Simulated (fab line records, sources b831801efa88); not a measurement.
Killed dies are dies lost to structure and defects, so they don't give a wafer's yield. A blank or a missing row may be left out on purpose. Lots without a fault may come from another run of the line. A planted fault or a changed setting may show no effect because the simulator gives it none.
Which tool did it? | flow gf180mcu | 14 lots, 42 wafers sampled, at 4 steps of a route of 602

WHAT THE GAUGES READ, wafer by wafer
GF_HV_LDD_CD_MEAS_07: target cd 400 nm. Usual: cd_nm 400.0 nm, standard deviation 1.8.
lot  | measured     | on        | cd_nm (nm)        | flag
L780 | day 10 05:21 | cd_sem-02 | 400.3 399.6 401.0 |
L781 | day 10 15:38 | cd_sem-01 | 398.5 399.4 401.2 |
L785 | day 11 21:50 | cd_sem-01 | 400.4 401.3 400.4 |
L786 | day 12 05:58 | cd_sem-02 | 401.5 402.2 400.8 |
L788 | day 12 23:27 | cd_sem-01 | 403.2 400.9 400.6 |
L789 | day 13 04:30 | cd_sem-01 | 398.5 399.6 399.5 |
L791 | day 13 15:44 | cd_sem-02 | 399.0 402.1 401.2 |
L792 | day 13 21:52 | cd_sem-02 | 403.0 399.3 399.9 |
L795 | day 15 03:50 | cd_sem-02 | 396.3 399.2 395.7 |
L796 | day 15 06:56 | cd_sem-01 | 400.4 398.2 399.9 |
L797 | day 15 13:28 | cd_sem-02 | 400.3 399.0 398.8 |
L798 | day 15 21:46 | cd_sem-02 | 396.5 396.9 398.5 |
L799 | day 16 06:59 | cd_sem-02 | 399.4 402.0 400.1 |
L802 | day 17 02:08 | cd_sem-02 | 398.0 398.9 399.0 |

GF_HV_LDD_OVL_MEAS_47. Usual: HV_LDD_03_OVL -1.7 nm, standard deviation 1.9.
lot  | measured     | on         | HV_LDD_03_OVL (nm) | flag
L780 | day 12 13:42 | overlay-02 | 0.1 0.5 -0.2       |
L781 | day 13 01:24 | overlay-01 | 1.3 0.6 1.3        |
L785 | day 14 10:39 | overlay-01 | -3.9 -4.5 -3.3     |
L786 | day 14 20:28 | overlay-02 | -1.2 -2.5 -2.9     |
L788 | day 15 13:37 | overlay-02 | -0.6 -0.8 -0.1     |
L789 | day 15 20:01 | overlay-02 | 0.1 -1.6 -0.9      |
L791 | day 16 09:01 | overlay-01 | -1.0 -4.4 -3.9     |
L792 | day 16 16:14 | overlay-02 | -2.3 -2.1 -0.8     |
L795 | day 18 02:41 | overlay-02 | -4.1 -3.6 -2.4     |
L796 | day 18 05:11 | overlay-01 | 1.4 1.0 1.4        |
L797 | day 18 11:09 | overlay-02 | 0.4 -1.8 -2.2      |
L798 | day 18 19:55 | overlay-01 | -3.3 -2.4 -1.9     |
L799 | day 19 06:29 | overlay-01 | -1.0 -0.3 -0.3     |
L802 | day 20 02:36 | overlay-01 | 0.5 0.1 -0.9       |

WHICH TOOL RAN EACH LOT (tool, then ch and the chambers of the sampled wafers, then the start)
lot  | GF_POLY_GATE_ETCH_13             | GF_HV_LDD_DEVELOP_30
L780 | rie_si-02 ch 1,3, day 9 09:47    | litho_track-04 ch 0, day 11 17:41
L781 | rie_si-01 ch 0,1, day 9 19:34    | litho_track-04 ch 0, day 12 04:53
L785 | rie_si-02 ch 2,3, day 11 00:11   | litho_track-03 ch 0, day 13 13:08
L786 | rie_si-01 ch 0,1,2, day 11 09:29 | litho_track-01 ch 0, day 13 22:18
L788 | rie_si-02 ch 0,2, day 12 00:48   | litho_track-01 ch 0, day 14 15:40
L789 | rie_si-02 ch 1,2, day 12 05:21   | litho_track-03 ch 0, day 14 20:51
L791 | rie_si-02 ch 0,2,3, day 12 18:03 | litho_track-04 ch 0, day 15 09:32
L792 | rie_si-02 ch 1,2, day 13 00:06   | litho_track-04 ch 0, day 15 16:17
L795 | rie_si-01 ch 1,2,3, day 14 02:55 | litho_track-04 ch 0, day 17 02:21
L796 | rie_si-02 ch 0,3, day 14 07:44   | litho_track-04, day 17 04:14
L797 | rie_si-02 ch 0,1,2, day 14 14:14 | litho_track-01, day 17 10:45
L798 | rie_si-01 ch 0,3, day 14 21:18   | litho_track-04 ch 0, day 17 19:08
L799 | rie_si-02 ch 2,3, day 15 06:57   | litho_track-04 ch 0, day 18 05:41
L802 | rie_si-01 ch 0,1, day 16 02:29   | litho_track-01 ch 0, day 19 01:08
- GF_POLY_GATE_ETCH_13: etches poly-Si in HBr/Cl2, stops on SiO2, target depth 198.5 nm, time 69.6 s.
- GF_HV_LDD_DEVELOP_30: develop time 60 s.

WHAT THE TOOLS THEMSELVES READ (means of the sampled wafers that have a number; where no wafer has one, the mark that the record gives instead)
GF_POLY_GATE_ETCH_13. Usual: drypump_motor_current_A 5.53 A, standard deviation 0.28; oes_product_au 0.991 a.u., standard deviation 0.0066; throttle_valve_pct 33.684 %, standard deviation 0.0088.
lot  | tool      | drypump_motor_current_A (A) | oes_product_au (a.u.) | throttle_valve_pct (%) | flag
L780 | rie_si-02 | 5.57                        | 0.984                 | 33.687                 |
L781 | rie_si-01 | 5.72                        | 0.987                 | 33.689                 |
L785 | rie_si-02 | 5.28                        | 0.993                 | 33.678                 |
L786 | rie_si-01 | 5.48                        | 0.990                 | 33.695                 |
L788 | rie_si-02 | 5.40                        | 0.994                 | 33.686                 |
L789 | rie_si-02 | 5.56                        | 0.995                 | 33.693                 |
L791 | rie_si-02 | 5.34                        | 0.990                 | 33.686                 |
L792 | rie_si-02 | 5.38                        | 0.994                 | 33.676                 |
L795 | rie_si-01 | 5.57                        | 0.992                 | 33.686                 |
L796 | rie_si-02 | 5.37                        | 0.981                 | 33.681                 |
L797 | rie_si-02 | 5.48                        | 1.003                 | 33.684                 |
L798 | rie_si-01 | 5.73                        | 0.991                 | 33.687                 |
L799 | rie_si-02 | 5.26                        | 1.001                 | 33.681                 |
L802 | rie_si-01 | 5.76                        | 0.998                 | 33.685                 |

GF_HV_LDD_DEVELOP_30. Usual: chill_plate_temp_C 23.00 C, standard deviation 0.11; resist_line_temp_C 22.99 C, standard deviation 0.1.
lot  | tool           | chill_plate_temp_C (C) | resist_line_temp_C (C) | flag
L780 | litho_track-04 | 22.96                  | 22.87                  |
L781 | litho_track-04 | 23.09                  | 22.93                  |
L785 | litho_track-03 | 22.92                  | 22.98                  |
L786 | litho_track-01 | 23.01                  | 23.05                  |
L788 | litho_track-01 | 22.93                  | 23.13                  |
L789 | litho_track-03 | 23.02                  | 23.08                  |
L791 | litho_track-04 | 23.16                  | 22.96                  |
L792 | litho_track-04 | 23.00                  | 22.95                  |
L795 | litho_track-04 | 23.14                  | 22.89                  |
L796 | litho_track-04 | -                      | -                      | OFF
L797 | litho_track-01 | -                      | -                      | OFF
L798 | litho_track-04 | 22.93                  | 23.11                  |
L799 | litho_track-04 | 22.94                  | 22.92                  |
L802 | litho_track-01 | 22.79                  | 23.07                  |

THE ANSWER, worked out from the rows above alone
Rule: a lot is off if the mean of its wafers that have a number lies more than 3 standard deviations from the usual mean. A lot without any number at a reading at which 4 lots or more have one is off too. The other lots that the step has rows for count as sound. The gauges are gone through in route order, then the tools' own readings, and for those a lot's mean is taken as printed above. The first step at which some lot is off is used, and at that step the reading that is off furthest; a lot without a number counts as furthest.
Off: L796, L797, at GF_HV_LDD_DEVELOP_30 (chill_plate_temp_C). Without a number there: L796, L797.
A tool fits if, at that step or a process step before it, it ran every lot that is off, and no sound lot after the first of them. None of those tried fits.

WHAT THE SIMULATOR HAD PUT IN
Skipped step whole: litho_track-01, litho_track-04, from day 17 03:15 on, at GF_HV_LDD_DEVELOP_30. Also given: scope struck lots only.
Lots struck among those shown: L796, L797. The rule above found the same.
